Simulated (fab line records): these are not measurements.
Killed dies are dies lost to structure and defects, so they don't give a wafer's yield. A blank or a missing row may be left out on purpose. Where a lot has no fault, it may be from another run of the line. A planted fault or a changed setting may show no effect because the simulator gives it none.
Matching of chambers | flow gf180mcu | 4 sister chambers for GF_V5_CMP_04 on cmp-02
The step polishes SiO2. 8 wafers are shown with their chamber, then 9 later ones without.

WAFERS, EACH WITH ITS CHAMBER
wafer  | chamber | motor_current_A (A) | slurry_flow_ml_min
L661.4 | 2       | 11.4                | 150.1
L663.6 | 0       | 11.7                | 149.8
L664.1 | 1       | 12.4                | 150.0
L664.4 | 3       | 11.7                | 150.3
L664.5 | 0       | 11.6                | 150.0
L665.3 | 1       | 13.0                | 150.3
L665.6 | 3       | 11.5                | 150.0
L667.3 | 2       | 12.1                | 150.6

WAFERS WITH NO CHAMBER GIVEN
wafer  | motor_current_A (A) | slurry_flow_ml_min
L667.6 | 11.9                | 150.6
L669.3 | 11.8                | 149.7
L669.5 | 11.8                | 150.6
L679.2 | 12.8                | 149.7
L679.3 | 11.7                | 150.4
L679.4 | 12.1                | 149.3
L680.2 | 11.3                | 150.4
L680.3 | 11.7                | 150.0
L680.6 | 12.4                | 150.7

THE CHAMBER EACH PASSED THROUGH
wafer  | from the rows above               | in truth
L667.6 | can't be placed: 2 or 3 or 0 or 1 | 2
L669.3 | can't be placed: 0 or 3 or 2      | 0
L669.5 | can't be placed: 2 or 3 or 0      | 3
L679.2 | can't be placed: 1 or 0           | 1
L679.3 | can't be placed: 2 or 3 or 0      | 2
L679.4 | can't be placed: 0 or 3 or 1 or 2 | 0
L680.2 | can't be placed: 2 or 3 or 0      | 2
L680.3 | can't be placed: 0 or 3 or 2      | 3
L680.6 | can't be placed: 2 or 1 or 3 or 0 | 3
Correct placement for 0 of the 9. These rows do not allow placing 9 (true chamber among the candidates in 9). Wrongly placed: 0.
How it was worked out, from the rows above alone: a wafer's distance from a chamber is the root of the sum, over the readings, of the square of ((its reading less the chamber's mean) divided by the reading's scatter). The wafer belongs to the nearest chamber; if the next one is less than 2 further off, it can't be placed. The mean given for a chamber averages the wafers shown for that chamber. The scatter: take each reading less its chamber's mean, square it, sum over the shown wafers, divide by the number of wafers less the number of chambers, and take the root.
